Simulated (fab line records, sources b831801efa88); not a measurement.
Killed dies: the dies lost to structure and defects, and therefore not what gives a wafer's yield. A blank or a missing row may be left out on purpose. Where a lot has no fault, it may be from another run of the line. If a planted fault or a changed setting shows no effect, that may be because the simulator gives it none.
What tool caused it? + flow gf180mcu + 39 wafers from 13 lots sampled at 6 of the route's 602 steps

WHAT THE GAUGES READ, wafer by wafer
GF_POLY_GATE_CD_MEAS_10: the cd target is 280 nm. Usual: 279.9 nm for cd nm, sd 1.3.
| lot  | measured     | on        | cd nm (nm)        | flag |
|------|--------------|-----------|-------------------|------|
| L892 | day 9 20:49  | cd sem-01 | 278.1 278.9 279.5 |      |
| L893 | day 9 22:32  | cd sem-02 | 279.1 281.2 280.0 |      |
| L894 | day 10 11:26 | cd sem-02 | 280.2 281.0 280.4 |      |
| L896 | day 10 23:23 | cd sem-01 | 282.1 282.2 282.5 |      |
| L898 | day 11 12:45 | cd sem-02 | 280.5 279.5 280.2 |      |
| L899 | day 11 20:04 | cd sem-02 | 279.1 278.3 279.6 |      |
| L901 | day 12 15:15 | cd sem-01 | 279.2 279.8 278.6 |      |
| L904 | day 13 08:08 | cd sem-01 | 276.1 276.2 278.2 |      |
| L906 | day 13 22:27 | cd sem-01 | 279.7 278.4 279.2 |      |
| L909 | day 14 19:08 | cd sem-02 | 280.1 279.4 278.9 |      |
| L910 | day 15 05:55 | cd sem-01 | 280.7 281.7 281.7 |      |
| L911 | day 15 06:57 | cd sem-02 | 279.3 279.4 279.7 |      |
| L913 | day 15 21:27 | cd sem-02 | 280.0 279.7 279.7 |      |

GF_HV_LDD_CD_MEAS_07: the cd target is 400 nm. Usual: 400.8 nm for cd nm, sd 2.
| lot  | measured     | on        | cd nm (nm)        | flag |
|------|--------------|-----------|-------------------|------|
| L892 | day 10 16:16 | cd sem-01 | 398.4 400.6 397.1 |      |
| L893 | day 10 19:02 | cd sem-02 | 398.7 399.2 399.0 |      |
| L894 | day 11 06:48 | cd sem-02 | 400.9 399.5 400.3 |      |
| L896 | day 11 19:34 | cd sem-01 | 399.1 402.0 401.0 |      |
| L898 | day 12 09:49 | cd sem-02 | 402.8 402.7 401.0 |      |
| L899 | day 12 18:04 | cd sem-01 | 403.9 402.0 403.1 |      |
| L901 | day 13 13:04 | cd sem-02 | 402.7 402.3 402.9 |      |
| L904 | day 14 06:30 | cd sem-01 | 403.9 404.7 403.9 |      |
| L906 | day 14 21:58 | cd sem-02 | 399.8 398.5 397.9 |      |
| L909 | day 15 17:29 | cd sem-02 | 397.9 399.0 400.5 |      |
| L910 | day 16 05:06 | cd sem-01 | 402.8 403.5 402.7 |      |
| L911 | day 16 07:49 | cd sem-02 | 399.8 399.9 399.7 |      |
| L913 | day 16 22:23 | cd sem-02 | 399.0 401.3 400.8 |      |

GF_HV_LDD_OVL_MEAS_08. Usual: HV_LDD_OVL -0.1 nm, standard deviation 1.1.
| lot  | measured     | on         | HV_LDD_OVL (nm) | flag |
|------|--------------|------------|-----------------|------|
| L892 | day 10 16:22 | overlay-02 | 0.7 1.1 -0.5    |      |
| L893 | day 10 19:10 | overlay-02 | 0.5 -0.1 -1.5   |      |
| L894 | day 11 06:54 | overlay-01 | 1.2 0.2 1.5     |      |
| L896 | day 11 19:40 | overlay-02 | -0.8 -0.8 -0.5  |      |
| L898 | day 12 09:55 | overlay-02 | -0.8 0.5 0.7    |      |
| L899 | day 12 18:10 | overlay-02 | 0.0 0.4 -1.1    |      |
| L901 | day 13 13:11 | overlay-01 | 0.0 -0.7 -0.4   |      |
| L904 | day 14 06:37 | overlay-02 | -0.6 -0.6 -2.0  |      |
| L906 | day 14 22:04 | overlay-02 | 0.0 1.0 -2.3    |      |
| L909 | day 15 17:37 | overlay-01 | 0.7 0.6 1.8     |      |
| L910 | day 16 05:12 | overlay-02 | 0.6 -1.1 -1.7   |      |
| L911 | day 16 07:56 | overlay-01 | 0.2 0.3 -1.2    |      |
| L913 | day 16 22:28 | overlay-01 | -2.5 0.1 -0.9   |      |

GF_HV_LDD_TW_MEAS_38. Usual: HV_LDD_3_TW 1435, standard deviation 6.9.
| lot  | measured     | on            | HV_LDD_3_TW    | flag |
|------|--------------|---------------|----------------|------|
| L892 | day 12 06:23 | film metro-01 | 1433 1433 1436 |      |
| L893 | day 12 09:59 | film metro-03 | 1446 1444 1447 |      |
| L894 | day 12 21:58 | film metro-03 | 1437 1439 1450 |      |
| L896 | day 13 12:10 | film metro-03 | 1441 1435 1436 |      |
| L898 | day 14 03:22 | film metro-03 | 1429 1439 1437 |      |
| L899 | day 14 11:22 | film metro-01 | 1447 1438 1433 |      |
| L901 | day 15 07:29 | film metro-03 | 1440 1444 1443 |      |
| L904 | day 16 03:20 | film metro-03 | 1431 1429 1431 |      |
| L906 | day 16 19:15 | film metro-01 | 1432 1436 1423 |      |
| L909 | day 17 16:44 | film metro-03 | 1438 1440 1431 |      |
| L910 | day 18 03:27 | film metro-02 | 1407 1412 1409 | OFF  |
| L911 | day 18 07:59 | film metro-03 | 1409 1416 1415 | OFF  |
| L913 | day 18 22:35 | film metro-03 | 1432 1441 1431 |      |

GF_HV_LDD_RS_MEAS_53: measures by four-point-probe. Usual: HV_LDD_RS 418.8 ohm/sq, standard deviation 0.92.
| lot  | measured     | on            | HV_LDD_RS (ohm/sq) | flag |
|------|--------------|---------------|--------------------|------|
| L892 | day 13 02:09 | film metro-03 | 420.3 419.0 419.0  |      |
| L893 | day 13 05:31 | film metro-03 | 418.3 418.5 418.3  |      |
| L894 | day 13 17:58 | film metro-01 | 418.6 419.5 418.8  |      |
| L896 | day 14 09:05 | film metro-01 | 417.9 418.1 417.9  |      |
| L898 | day 15 00:49 | film metro-03 | 420.3 419.9 419.9  |      |
| L899 | day 15 09:24 | film metro-03 | 418.1 419.0 419.0  |      |
| L901 | day 16 04:47 | film metro-03 | 418.8 419.7 420.1  |      |
| L904 | day 17 01:43 | film metro-01 | 417.2 416.8 417.3  |      |
| L906 | day 17 19:40 | film metro-01 | 418.7 418.1 418.4  |      |
| L909 | day 18 16:43 | film metro-02 | 418.6 418.6 418.5  |      |
| L910 | day 19 04:07 | film metro-01 | 423.0 422.8 423.3  | OFF  |
| L911 | day 19 09:07 | film metro-02 | 423.0 423.0 423.1  | OFF  |
| L913 | day 19 23:27 | film metro-02 | 418.7 418.9 418.6  |      |

TOOL THAT RAN EACH LOT (tool first, then ch and the chambers of the sampled wafers, then the start)
| lot  | GF_HV_LDD_IMPLANT_36            |
|------|---------------------------------|
| L892 | implanter-01 ch 0, day 12 06:10 |
| L893 | implanter-01 ch 0, day 12 09:44 |
| L894 | implanter-01 ch 0, day 12 21:43 |
| L896 | implanter-01 ch 0, day 13 11:46 |
| L898 | implanter-03 ch 0, day 14 03:08 |
| L899 | implanter-03 ch 0, day 14 11:08 |
| L901 | implanter-02 ch 0, day 15 07:13 |
| L904 | implanter-03 ch 0, day 16 03:05 |
| L906 | implanter-01 ch 0, day 16 19:01 |
| L909 | implanter-03 ch 0, day 17 16:29 |
| L910 | implanter-02 ch 0, day 18 03:13 |
| L911 | implanter-02 ch 0, day 18 07:46 |
| L913 | implanter-01 ch 0, day 18 22:23 |
- GF_HV_LDD_IMPLANT_36

WHAT THE TOOLS THEMSELVES READ (means of the sampled wafers that have a number; where no wafer has one, the mark that the record gives instead)
GF_HV_LDD_IMPLANT_36. Usual: beam on s 9.99 s, standard deviation 0.19; dose ions cm2 7.501e+12, standard deviation 8.5e+09; end station pressure torr 5.01e-06 Torr, standard deviation 2.6e-07; faraday current uA 42.4, standard deviation 0.81.
| lot  | tool         | beam on s (s) | dose ions cm2 | end station pressure torr (Torr) | faraday current uA | flag |
|------|--------------|---------------|---------------|----------------------------------|--------------------|------|
| L892 | implanter-01 | 10.10         | 7.504e+12     | 4.98e-06                         | 41.9               |      |
| L893 | implanter-01 | 9.99          | 7.503e+12     | 5.00e-06                         | 42.4               |      |
| L894 | implanter-01 | 9.83          | 7.504e+12     | 5.23e-06                         | 42.9               |      |
| L896 | implanter-01 | 10.14         | 7.505e+12     | 4.89e-06                         | 41.7               |      |
| L898 | implanter-03 | 10.08         | 7.504e+12     | 4.55e-06                         | 42.0               |      |
| L899 | implanter-03 | 10.00         | 7.499e+12     | 5.11e-06                         | 42.4               |      |
| L901 | implanter-02 | 10.10         | 7.488e+12     | 5.02e-06                         | 41.9               |      |
| L904 | implanter-03 | 10.01         | 7.512e+12     | 4.81e-06                         | 42.2               |      |
| L906 | implanter-01 | 10.01         | 7.491e+12     | 5.16e-06                         | 42.3               |      |
| L909 | implanter-03 | 10.20         | 7.504e+12     | 5.12e-06                         | 41.4               |      |
| L910 | implanter-02 | 9.90          | 5.698e+12     | 4.91e-06                         | 32.5               | OFF  |
| L911 | implanter-02 | 9.95          | 5.694e+12     | 4.87e-06                         | 32.3               | OFF  |
| L913 | implanter-01 | 9.88          | 7.505e+12     | 4.91e-06                         | 42.7               |      |

THE ANSWER, worked out from the rows above alone
Rule: lot off if the mean of its wafers having a number is beyond 3 standard deviations from the usual mean. Also off: a lot with no number at a reading for which 4 or more lots have one. Any other lot the step has rows for is counted as sound. First the gauges in route order, then the tools' own readings, where a lot's mean is used as printed above. At the first step where some lot is off, the reading lying furthest off is the one used; lots without a number count as furthest.
Off: L910, L911, seen at GF_HV_LDD_TW_MEAS_38 (HV_LDD_3_TW).
A tool fits if, at a process step before that reading, it ran every lot that is off, and no sound lot after the first of them. The gauges at GF_HV_LDD_TW_MEAS_38 aren't tried: what is off there is off at GF_HV_LDD_IMPLANT_36 too, on other tools, and a gauge's error can't cause that. One fits: implanter-02 at GF_HV_LDD_IMPLANT_36. A fault onset in the window from L901 (day 15 07:13, its last sound lot) to L910 (day 18 03:13, its first lot off) fits.
The tool's own readings at GF_HV_LDD_IMPLANT_36 bear it out: on the lots that are off they differ by more than 5 times the standard deviation of the sound lots' means. dose ions cm2 reads 5.696e+12 there against 7.502e+12 on the sound lots; faraday current uA reads 32.4 there against 42.2 on the sound lots.

WHAT HAD BEEN PUT IN BY THE SIMULATOR
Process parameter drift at GF_HV_LDD_IMPLANT_36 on implanter-02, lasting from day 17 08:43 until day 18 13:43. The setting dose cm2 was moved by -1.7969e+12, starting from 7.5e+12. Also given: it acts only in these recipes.
Lots struck among those shown: L910, L911. The rule given above showed the same thing.
